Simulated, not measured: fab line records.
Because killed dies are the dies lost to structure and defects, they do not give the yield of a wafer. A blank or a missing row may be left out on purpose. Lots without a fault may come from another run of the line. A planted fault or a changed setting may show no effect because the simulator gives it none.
One fault through the eyes of 2 desks -- flow sky130 -- every desk sees just its own numbers, and what lay behind them comes last

== AT THE METROLOGY DESK ==
What the gauges read, lot by lot, whatever tool the lot ran on: means of the sampled wafers that have a number. The brackets show how far a lot's mean lies from the usual mean; more than 4 standard deviations puts the lot out of limits, marked OUT.
Columns: A = SONOS_ONO_CVD_02_THK at SKY_SONOS_ONO_THK_MEAS_03, usual 10.54 nm; B = LDD_N_OVL at SKY_LDD_N_OVL_MEAS_07, usual -0.3 nm; C = RES_XHIGH_TW at SKY_RES_XHIGH_TW_MEAS_09, usual 1641
lot,first seen here,A,B,C
L717,day 11 18:28,10.65,-1.5,1634
L718,day 12 05:37,10.49,-1.6,1663
L721,day 12 16:41,10.48,-1.2,1656
L723,day 13 07:44,10.64,0.3,1659
L724,day 13 17:40,10.55,2.3,1654
L726,day 14 10:56,10.53,-0.9,1617
L727,day 15 01:02,11.73 (+9.9) OUT,0.7,1625
L728,day 15 02:07,11.75 (+10) OUT,0.2,1617
L737,day 18 00:09,10.56,0.2,1632
L738,day 18 12:44,10.62,-1.1,1647
L739,day 18 18:42,10.41,-0.2,1650
L740,day 19 03:05,10.45,-0.7,1629
This desk finds L727, L728 out of limits, with the earliest case on L727 at day 15 01:02 (SONOS_ONO_CVD_02_THK at SKY_SONOS_ONO_THK_MEAS_03). L717, L718, L721, L723, L724, L726, L737, L738, L739, L740 stayed within limits.

== THE TOOL OWNER'S DESK: lpcvd-02 ==
The tool's own readings at SKY_SONOS_ONO_CVD_02 (deposits Si3N4 from DCS/NH3, target thk 10.5 nm, time 180 s): means of the sampled wafers that have a number, for each lot that ran on this tool. The brackets show how far a lot's mean lies from the usual mean; more than 4 standard deviations puts the lot out of limits, marked OUT.
Columns: A = zone-power-centre-pct at SKY_SONOS_ONO_CVD_02, usual 14.3 %; B = zone-power-upper-pct at SKY_SONOS_ONO_CVD_02, usual 13.2 %
lot,first seen here,A,B
L717,day 11 17:24,15.3,12.4
L718,day 12 04:34,15.1,12.4
L721,day 12 15:38,13.5,14.0
L723,day 13 06:41,15.0,12.2
L724,day 13 16:37,13.7,14.0
L726,day 14 09:53,13.5,13.8
L727,day 14 23:59,13.6,13.9
L728,day 15 01:02,13.7,14.0
L737,day 17 23:05,13.6,13.9
L738,day 18 11:40,13.5,13.9
L739,day 18 17:37,15.2,12.5
L740,day 19 02:02,15.2,12.4
This desk's finding: nothing out of limits on any of the 12 lots.

== ALL TOGETHER ==
Metrology desk: alarm possible at day 15 01:02 on L727, L728.
The desk of the tool owner found nothing out of limits.
The tool owner's desk has L727, L728 on record, within its limits.
The lots listed all ran SKY_SONOS_ONO_CVD_02 on lpcvd-02.

== WHAT WAS PUT IN BY THE SIMULATOR ==
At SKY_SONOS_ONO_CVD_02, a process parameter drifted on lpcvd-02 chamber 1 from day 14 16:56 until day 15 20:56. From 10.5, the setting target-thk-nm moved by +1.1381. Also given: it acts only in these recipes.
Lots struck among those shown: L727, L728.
Hours from the fault's start to each desk's first reading out of limits: the metrology desk, 8.
